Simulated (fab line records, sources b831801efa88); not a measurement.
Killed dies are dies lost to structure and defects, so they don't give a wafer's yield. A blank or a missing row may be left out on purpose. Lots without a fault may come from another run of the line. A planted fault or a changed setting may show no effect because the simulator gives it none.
One fault seen from 2 desks | flow sky130 | each desk has only its own numbers; what lay behind them comes last

THE TOOL OWNER'S DESK: rie_metal-04
The tool's own readings at SKY_METAL4_ETCH_16 (etches BARC in N2/H2, stops on SiO2, time 88.2 s, target depth 60 nm): means of the sampled wafers that have a number, for each lot that ran on this tool. A lot is out of limits, marked OUT, if its mean lies more than 4 standard deviations from the usual mean; the brackets give that distance.
Columns: A = drypump_motor_current_A at SKY_METAL4_ETCH_16, usual 6.0 A; B = oes_product_au at SKY_METAL4_ETCH_16, usual 0.625 a.u.; C = rf_fwd_power_W at SKY_METAL4_ETCH_16, usual 496.5 W; D = throttle_valve_pct at SKY_METAL4_ETCH_16, usual 13.205 %
lot  | first seen here | A   | B     | C               | D
L939 | day 41 21:48    | 6.2 | 0.625 | 496.3           | 13.201
L953 | day 45 20:58    | 6.1 | 0.623 | 577.0 (+47) OUT | 13.213
L955 | day 46 10:05    | 6.2 | 0.627 | 576.5 (+47) OUT | 13.201
This desk's finding: out of limits on L953, L955; first on L953, day 45 20:58 (rf_fwd_power_W at SKY_METAL4_ETCH_16). In limits: L939.

THE METROLOGY DESK
What the gauges read, lot by lot, whatever tool the lot ran on: means of the sampled wafers that have a number. A lot is out of limits, marked OUT, if its mean lies more than 4 standard deviations from the usual mean; the brackets give that distance.
Columns: A = cd_nm at SKY_METAL4_CD_MEAS_13, usual 299.6 nm; B = METAL4_OVL at SKY_METAL4_OVL_MEAS_14, usual 1 nm
lot  | first seen here | A     | B
L939 | day 41 21:33    | 299.1 | 8
L948 | day 44 18:31    | 302.7 | -2
L951 | day 45 15:38    | 301.1 | -1
L952 | day 45 15:47    | 300.7 | 3
L953 | day 45 20:46    | 299.2 | -1
L955 | day 46 09:55    | 298.8 | 2
This desk's finding: nothing out of limits on any of the 6 lots.

PUT TOGETHER
The tool owner's desk could have raised an alarm at day 45 20:58, on L953, L955.
The metrology desk saw nothing out of limits.
The metrology desk has L953, L955 on record, within its limits.
Of the lots named, all ran SKY_METAL4_ETCH_16 on rie_metal-04.

WHAT THE SIMULATOR HAD PUT IN
Process parameter drift: rie_metal-04, from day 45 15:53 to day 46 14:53, at SKY_METAL4_ETCH_16. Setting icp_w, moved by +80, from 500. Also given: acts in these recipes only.
Lots struck among those shown: L953, L955.
Hours from the fault's start to each desk's first reading out of limits: the tool owner's desk, 5.
